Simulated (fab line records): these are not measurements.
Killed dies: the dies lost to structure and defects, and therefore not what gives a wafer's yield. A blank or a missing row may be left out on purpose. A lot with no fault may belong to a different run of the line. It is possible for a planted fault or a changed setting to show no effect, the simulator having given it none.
What tool caused it?	flow gf180mcu	33 wafers from 11 lots sampled at 3 of the route's 602 steps

WHAT EACH GAUGE READ, for each wafer
GF_PSD_RS_MEAS_14: uses a four-point probe to measure. Usual: NSD_RS 46.11 ohm/sq, standard deviation 0.097.
lot	measured	on	NSD_RS (ohm/sq)	flag
L765	day 14 10:17	filmMetro-02	46.35 46.25 46.27	
L769	day 15 17:13	filmMetro-01	46.02 46.13 45.99	
L772	day 16 20:57	filmMetro-02	46.33 46.10 46.17	
L774	day 17 12:33	filmMetro-01	46.07 46.06 46.10	
L776	day 18 01:08	filmMetro-03	46.31 46.19 46.18	
L777	day 18 17:35	filmMetro-01	46.08 46.09 46.08	
L778	day 18 23:21	filmMetro-03	46.65 46.73 46.74	OFF
L780	day 19 14:52	filmMetro-01	46.50 46.60 46.54	OFF
L786	day 21 16:14	filmMetro-03	46.10 46.15 46.13	
L787	day 22 02:43	filmMetro-01	46.11 46.18 46.23	
L788	day 22 10:55	filmMetro-01	45.98 46.11 46.11	

WHAT TOOL EACH LOT RAN ON (gives the tool, then ch and the chambers of the sampled wafers, and finally the start)
lot	GF_NSD_IMPLANT_10	GF_NSD_STRIP_11
L765	implanter-03 ch 0, day 13 13:19	plasmaAsher-03 ch 0,1, day 13 13:28
L769	implanter-03 ch 0, day 14 19:49	plasmaAsher-02 ch 0,1, day 14 19:58
L772	implanter-03 ch 0, day 15 21:32	plasmaAsher-01 ch 0,1, day 15 21:40
L774	implanter-02 ch 0, day 16 13:19	plasmaAsher-01 ch 0,1, day 16 13:27
L776	implanter-02 ch 0, day 17 01:05	plasmaAsher-02 ch 0,1, day 17 01:13
L777	implanter-03 ch 0, day 17 17:21	plasmaAsher-01 ch 0, day 17 17:29
L778	implanter-03 ch 0, day 17 22:34	plasmaAsher-01 ch 0,1, day 17 22:43
L780	implanter-03 ch 0, day 18 13:55	plasmaAsher-03 ch 0,1, day 18 14:03
L786	implanter-02 ch 0, day 20 15:19	plasmaAsher-03 ch 0,1, day 20 15:26
L787	implanter-03 ch 0, day 21 02:32	plasmaAsher-02 ch 0,1, day 21 02:41
L788	implanter-04 ch 0, day 21 11:07	plasmaAsher-01 ch 0,1, day 21 11:16
- GF_NSD_IMPLANT_10
- GF_NSD_STRIP_11: strips in O2/N2.

AS READ BY THE TOOLS THEMSELVES (means over the sampled wafers that have a number; for cases with no such wafer, the mark the record gives instead)
GF_NSD_IMPLANT_10. Usual: 40.000 for beamEnergyKeV, sd 0.011.
lot	tool	beamEnergyKeV	flag
L765	implanter-03	39.995	
L769	implanter-03	39.999	
L772	implanter-03	40.004	
L774	implanter-02	39.991	
L776	implanter-02	40.002	
L777	implanter-03	40.011	
L778	implanter-03	35.496	OFF
L780	implanter-03	35.484	OFF
L786	implanter-02	39.991	
L787	implanter-03	40.000	
L788	implanter-04	39.991	

GF_NSD_STRIP_11. Usual: drypumpMotorCurrentA 5.6 A, standard deviation 0.49; heaterPowerW 330 W, standard deviation 30; oesProductAu 0.487 a.u., standard deviation 0.0047; stripTimeToEndpointS 22.96 s, standard deviation 0.033.
lot	tool	drypumpMotorCurrentA (A)	heaterPowerW (W)	oesProductAu (a.u.)	stripTimeToEndpointS (s)	flag
L765	plasmaAsher-03	5.4	311	0.489	22.95	
L769	plasmaAsher-02	5.3	353	0.490	23.01	
L772	plasmaAsher-01	6.1	336	0.489	22.97	
L774	plasmaAsher-01	6.1	342	0.487	23.00	
L776	plasmaAsher-02	5.3	352	0.488	22.88	
L777	plasmaAsher-01	6.4	350	0.488	22.97	
L778	plasmaAsher-01	6.0	340	0.491	22.77	OFF
L780	plasmaAsher-03	5.4	309	0.489	22.78	OFF
L786	plasmaAsher-03	5.4	317	0.486	22.98	
L787	plasmaAsher-02	5.5	332	0.485	22.90	
L788	plasmaAsher-01	5.8	329	0.483	22.94	

THE ANSWER, worked out from the rows above alone
Rule: a lot is off if the mean of its wafers that have a number lies more than 3 standard deviations from the usual mean. A lot without any number at a reading at which 4 lots or more have one is off too. The other lots that the step has rows for count as sound. The gauges are gone through in route order, then the tools' own readings, and for those a lot's mean is taken as printed above. The first step at which some lot is off is used, and at that step the reading that is off furthest; a lot without a number counts as furthest.
Off: at GF_PSD_RS_MEAS_14 (NSD_RS), L778, L780.
A tool fits if, at a process step before that reading, it ran every lot that is off, and no sound lot after the first of them. Not tried: the gauges at GF_PSD_RS_MEAS_14; whatever is off there is also off at GF_NSD_IMPLANT_10, on other tools, and gauge error can't account for it. Of those tried, none fits.

WHAT THE SIMULATOR PUT IN
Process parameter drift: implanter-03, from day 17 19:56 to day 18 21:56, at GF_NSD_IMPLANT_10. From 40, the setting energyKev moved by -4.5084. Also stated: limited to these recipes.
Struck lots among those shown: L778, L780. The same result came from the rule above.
